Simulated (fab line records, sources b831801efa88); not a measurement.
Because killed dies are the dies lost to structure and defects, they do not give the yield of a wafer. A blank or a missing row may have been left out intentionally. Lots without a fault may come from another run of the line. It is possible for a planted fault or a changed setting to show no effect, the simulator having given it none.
Which tool was responsible? ; flow gf180mcu ; 18 wafers from 6 lots sampled at 2 of the route's 602 steps

== WHAT EACH GAUGE READ, for each wafer ==
GF_V4_CD_MEAS_14: target cd 260 nm.
lot;measured;on;cd_nm (nm)
L265;day 24 22:26;cd_sem-02;258.1 258.4 259.0
L267;day 25 06:17;cd_sem-01;260.5 260.7 260.4
L269;day 26 01:22;cd_sem-02;260.1 259.8 260.1
L271;day 27 00:11;cd_sem-02;261.0 259.3 260.3
L273;day 27 06:40;cd_sem-02;261.6 262.6 260.7
L284;day 30 12:36;cd_sem-02;260.9 261.1 261.1

== EACH LOT AND THE TOOL THAT RAN IT (in order: tool; ch and the chambers of the sampled wafers; start) ==
lot;GF_M1_SPUTTER_01
L265;pvd_sputter-02, day 16 18:07
L267;pvd_sputter-02, day 16 23:38
L269;pvd_sputter-02, day 17 23:05
L271;pvd_sputter-02, day 18 23:22
L273;pvd_sputter-03, day 19 07:19
L284;pvd_sputter-03, day 23 06:02
- GF_M1_SPUTTER_01: material TiN, target thk 30 nm, time 25 s.

== THE ANSWER, worked out from the rows above alone ==
Rule: the usual values come from the lots themselves. The widest of any qualifying gaps counts: lots, ordered by their means at a reading, are off when they make up no more than a third of the lots, leave a main group of 4 or more, and stand apart from it by 3 or more times the standard deviation of that group's means. If all means in a main group match to the digits the tables above print for the reading, that group is not used. A lot without any number at a reading at which 4 lots or more have one is off too. All remaining lots with rows at the step are treated as sound.
No lot is off on any of the readings shown, so nothing can be concluded from this.

== WHAT HAD BEEN PUT IN BY THE SIMULATOR ==
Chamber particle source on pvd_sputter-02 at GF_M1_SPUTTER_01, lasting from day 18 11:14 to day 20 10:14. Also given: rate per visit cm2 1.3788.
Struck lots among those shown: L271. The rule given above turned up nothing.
